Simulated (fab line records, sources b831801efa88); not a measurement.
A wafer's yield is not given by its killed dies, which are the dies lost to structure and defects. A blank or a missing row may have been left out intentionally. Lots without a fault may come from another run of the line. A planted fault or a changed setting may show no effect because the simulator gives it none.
Matching of chambers ; flow gf180mcu ; 4 sister chambers for GF_V1_CMP_26 on cmp-01
The step polishes, stops on SiO2, t overpolish 15 s, target thk 0 nm. 8 wafers are shown with their chamber, then 8 later ones without.

WAFERS PAIRED WITH THEIR CHAMBERS
wafer;chamber;motor-current-A (A)
L529.6;1;9.0
L531.1;3;9.0
L531.3;2;12.5
L531.4;1;9.6
L539.1;3;9.6
L539.3;0;9.7
L539.4;2;11.7
L540.1;0;10.2

WAFERS WHOSE CHAMBER IS MISSING
wafer;motor-current-A (A)
L540.3;9.4
L540.6;10.2
L542.1;10.1
L542.5;9.9
L542.6;9.1
L544.1;10.1
L544.3;9.7
L544.5;9.8

WHICH CHAMBER EACH WENT THROUGH
wafer;from the rows above;in truth
L540.3;can't be placed: 1 or 3 or 0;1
L540.6;can't be placed: 0 or 1 or 3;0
L542.1;can't be placed: 0 or 1 or 3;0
L542.5;can't be placed: 0 or 1 or 3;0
L542.6;can't be placed: 1 or 3 or 0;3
L544.1;can't be placed: 0 or 1 or 3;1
L544.3;can't be placed: 0 or 1 or 3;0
L544.5;can't be placed: 0 or 1 or 3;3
0 of 8 placed correctly. These rows do not allow placing 8 (true chamber among the candidates in 8). Placed wrongly: 0.
How it was worked out, from the rows above alone: a wafer's distance from a chamber is the root of the sum, over the readings, of the square of ((its reading less the chamber's mean) divided by the reading's scatter). The wafer belongs to the nearest chamber; if the next one is less than 2 further off, it can't be placed. Each chamber's mean is taken over the wafers shown for it. The scatter: take each reading less its chamber's mean, square it, sum over the shown wafers, divide by the number of wafers less the number of chambers, and take the root.
